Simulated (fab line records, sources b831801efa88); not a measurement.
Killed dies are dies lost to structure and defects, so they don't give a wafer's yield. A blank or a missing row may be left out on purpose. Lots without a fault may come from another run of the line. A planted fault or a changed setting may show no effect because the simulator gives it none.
Which tool did it? | flow sky130 | 13 lots, 39 wafers sampled, at 5 steps of a route of 708

WHAT THE GAUGES READ, wafer by wafer
SKY_METAL1_RS_MEAS_05: measures by four-point-probe. Usual: METAL1_ALCU_RS 0.1273 ohm/sq, standard deviation 0.0014.
lot  | measured     | on            | METAL1_ALCU_RS (ohm/sq)                   | flag
L752 | day 32 08:47 | film_metro-01 | 0.1284 0.1282 0.1284                      |
L754 | day 32 17:34 | film_metro-04 | 0.1272 0.1299 0.1287                      |
L755 | day 33 08:11 | film_metro-01 | 0.1280 0.1281 0.1290                      |
L756 | day 33 10:58 | film_metro-02 | 0.1285 0.1255 0.1274                      |
L757 | day 33 18:30 | film_metro-04 | 0.1276 0.1271 0.1272                      |
L759 | day 34 15:14 | film_metro-02 | 0.1257 0.1274 0.1252                      |
L760 | day 34 19:38 | film_metro-02 | 0.1244 0.1264 0.1281                      |
L762 | day 35 14:50 | film_metro-04 | 0.1280 0.1285 0.1278                      |
L765 | day 37 22:38 | film_metro-04 | 0.4646 0.4389 0.4353 0.4642 0.4401 0.4342 | OFF
L766 | day 38 00:26 | film_metro-02 | 0.1262 0.1255 0.1271                      |
L768 | day 38 02:00 | film_metro-04 | 0.4761 0.4545 0.4426 0.4770 0.4550 0.4435 | OFF
L769 | day 38 04:31 | film_metro-02 | 0.1272 0.1278 0.1248                      |
L772 | day 38 08:46 | film_metro-01 | 0.4644 0.4200 0.4520 0.4652 0.4207 0.4515 | OFF

SKY_VIA1_BOW_MEAS_03. Usual: VIA1_BOW 82 um, standard deviation 6.9.
lot  | measured     | on            | VIA1_BOW (um) | flag
L752 | day 33 12:46 | film_metro-01 | 86 71 87      |
L754 | day 33 22:01 | film_metro-01 | 87 87 87      |
L755 | day 34 11:38 | film_metro-01 | 91 84 79      |
L756 | day 34 14:51 | film_metro-01 | 80 71 69      |
L757 | day 34 22:27 | film_metro-01 | 75 77 67      |
L759 | day 35 19:33 | film_metro-01 | 76 86 75      |
L760 | day 36 00:10 | film_metro-01 | 89 87 85      |
L762 | day 36 19:08 | film_metro-03 | 74 71 84      |
L766 | day 39 03:07 | film_metro-01 | 82 79 74      |
L769 | day 39 06:13 | film_metro-04 | 80 87 86      |

WHICH TOOL RAN EACH LOT (tool, then ch and the chambers of the sampled wafers, then the start)
lot  | SKY_LI_CONTACT_SPUTTER_20    | SKY_METAL1_SPUTTER_02        | SKY_VIA1_CMP_02
L752 | pvd_sputter-01, day 29 22:14 | pvd_sputter-04, day 32 08:42 | cmp-02 ch 0,2,3, day 33 12:28
L754 | pvd_sputter-02, day 30 07:16 | pvd_sputter-03, day 32 17:26 | cmp-02 ch 0,3, day 33 21:40
L755 | pvd_sputter-01, day 30 22:41 | pvd_sputter-03, day 33 08:05 | cmp-01 ch 0,2,3, day 34 11:19
L756 | pvd_sputter-01, day 31 00:56 | pvd_sputter-04, day 33 10:50 | cmp-02 ch 0,1,2, day 34 14:37
L757 | pvd_sputter-04, day 31 08:25 | pvd_sputter-04, day 33 18:23 | cmp-01 ch 0,1, day 34 22:08
L759 | pvd_sputter-02, day 32 05:53 | pvd_sputter-03, day 34 15:05 | cmp-02 ch 0,1,2, day 35 19:20
L760 | pvd_sputter-04, day 32 11:16 | pvd_sputter-01, day 34 19:30 | cmp-02 ch 1,2,3, day 35 23:55
L762 | pvd_sputter-04, day 33 05:28 | pvd_sputter-04, day 35 14:44 | cmp-02 ch 0,1,2, day 36 18:52
L765 | pvd_sputter-01, day 35 17:52 | pvd_sputter-04, day 37 22:31 | -
L766 | pvd_sputter-02, day 35 18:13 | pvd_sputter-03, day 38 00:18 | cmp-01 ch 0,1,3, day 39 02:50
L768 | pvd_sputter-01, day 35 20:22 | pvd_sputter-04, day 38 01:53 | -
L769 | pvd_sputter-01, day 35 22:37 | pvd_sputter-01, day 38 04:26 | cmp-02 ch 1,2,3, day 39 05:55
L772 | pvd_sputter-04, day 36 04:34 | pvd_sputter-04, day 38 08:40 | -
- SKY_LI_CONTACT_SPUTTER_20: material TiN, target thk 20 nm, time 80 s.
- SKY_METAL1_SPUTTER_02: material AlCu, target thk 250 nm, time 13.3 s.
- SKY_VIA1_CMP_02: polishes SiO2.

WHAT THE TOOLS THEMSELVES READ (means of the sampled wafers that have a number; where no wafer has one, the mark that the record gives instead)
SKY_LI_CONTACT_SPUTTER_20. Usual: chamber_pressure_pa 4.999 Pa, standard deviation 0.0097; throttle_valve_pct 30.1 %, standard deviation 1.4.
lot  | tool           | chamber_pressure_pa (Pa) | throttle_valve_pct (%) | flag
L752 | pvd_sputter-01 | 5.003                    | 30.7                   |
L754 | pvd_sputter-02 | 4.991                    | 30.0                   |
L755 | pvd_sputter-01 | 5.008                    | 32.1                   |
L756 | pvd_sputter-01 | 4.982                    | 29.7                   |
L757 | pvd_sputter-04 | 4.991                    | 29.3                   |
L759 | pvd_sputter-02 | 4.997                    | 29.8                   |
L760 | pvd_sputter-04 | 5.003                    | 29.4                   |
L762 | pvd_sputter-04 | 4.998                    | 29.4                   |
L765 | pvd_sputter-01 | 5.002                    | 31.5                   |
L766 | pvd_sputter-02 | 4.994                    | 29.9                   |
L768 | pvd_sputter-01 | 5.000                    | 29.7                   |
L769 | pvd_sputter-01 | 4.993                    | 30.5                   |
L772 | pvd_sputter-04 | 4.997                    | 29.3                   |

SKY_METAL1_SPUTTER_02. Usual: chamber_pressure_pa 0.4001 Pa, standard deviation 0.00086; throttle_valve_pct 29.9 %, standard deviation 1.4.
lot  | tool           | chamber_pressure_pa (Pa) | throttle_valve_pct (%) | flag
L752 | pvd_sputter-04 | 0.4002                   | 29.5                   |
L754 | pvd_sputter-03 | 0.4009                   | 31.2                   |
L755 | pvd_sputter-03 | 0.4012                   | 30.3                   |
L756 | pvd_sputter-04 | 0.3992                   | 30.1                   |
L757 | pvd_sputter-04 | 0.4008                   | 30.1                   |
L759 | pvd_sputter-03 | 0.4002                   | 29.1                   |
L760 | pvd_sputter-01 | 0.3997                   | 30.4                   |
L762 | pvd_sputter-04 | 0.4004                   | 30.2                   |
L765 | pvd_sputter-04 | 0.4002                   | 29.3                   |
L766 | pvd_sputter-03 | 0.3997                   | 29.8                   |
L768 | pvd_sputter-04 | 0.4002                   | 30.2                   |
L769 | pvd_sputter-01 | 0.4003                   | 29.2                   |
L772 | pvd_sputter-04 | 0.3995                   | 30.0                   |

SKY_VIA1_CMP_02. Usual: motor_current_A 12.2 A, standard deviation 0.98.
lot  | tool   | motor_current_A (A) | flag
L752 | cmp-02 | 12.2                |
L754 | cmp-02 | 12.8                |
L755 | cmp-01 | 11.4                |
L756 | cmp-02 | 12.1                |
L757 | cmp-01 | 11.1                |
L759 | cmp-02 | 12.3                |
L760 | cmp-02 | 12.4                |
L762 | cmp-02 | 11.9                |
L766 | cmp-01 | 11.3                |
L769 | cmp-02 | 12.6                |

THE ANSWER, worked out from the rows above alone
Rule: a lot is off if the mean of its wafers that have a number lies more than 3 standard deviations from the usual mean. A lot without any number at a reading at which 4 lots or more have one is off too. The other lots that the step has rows for count as sound. The gauges are gone through in route order, then the tools' own readings, and for those a lot's mean is taken as printed above. The first step at which some lot is off is used, and at that step the reading that is off furthest; a lot without a number counts as furthest.
Off: L765, L768, L772, at SKY_METAL1_RS_MEAS_05 (METAL1_ALCU_RS).
A tool fits if, at a process step before that reading, it ran every lot that is off, and no sound lot after the first of them. The gauges at SKY_METAL1_RS_MEAS_05 are tried like those tools. One fits: pvd_sputter-04 at SKY_METAL1_SPUTTER_02. Its last sound lot is L762 (day 35 14:44), its first lot that is off L765 (day 37 22:31): a fault that began between those two fits.

WHAT THE SIMULATOR HAD PUT IN
Process parameter drift: pvd_sputter-04, from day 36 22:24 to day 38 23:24, at SKY_METAL1_SPUTTER_02. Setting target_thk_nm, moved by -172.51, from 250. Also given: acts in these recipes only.
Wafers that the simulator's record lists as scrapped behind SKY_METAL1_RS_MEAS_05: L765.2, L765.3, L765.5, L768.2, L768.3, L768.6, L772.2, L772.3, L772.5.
Lots struck among those shown: L765, L768, L772. The rule above found the same.
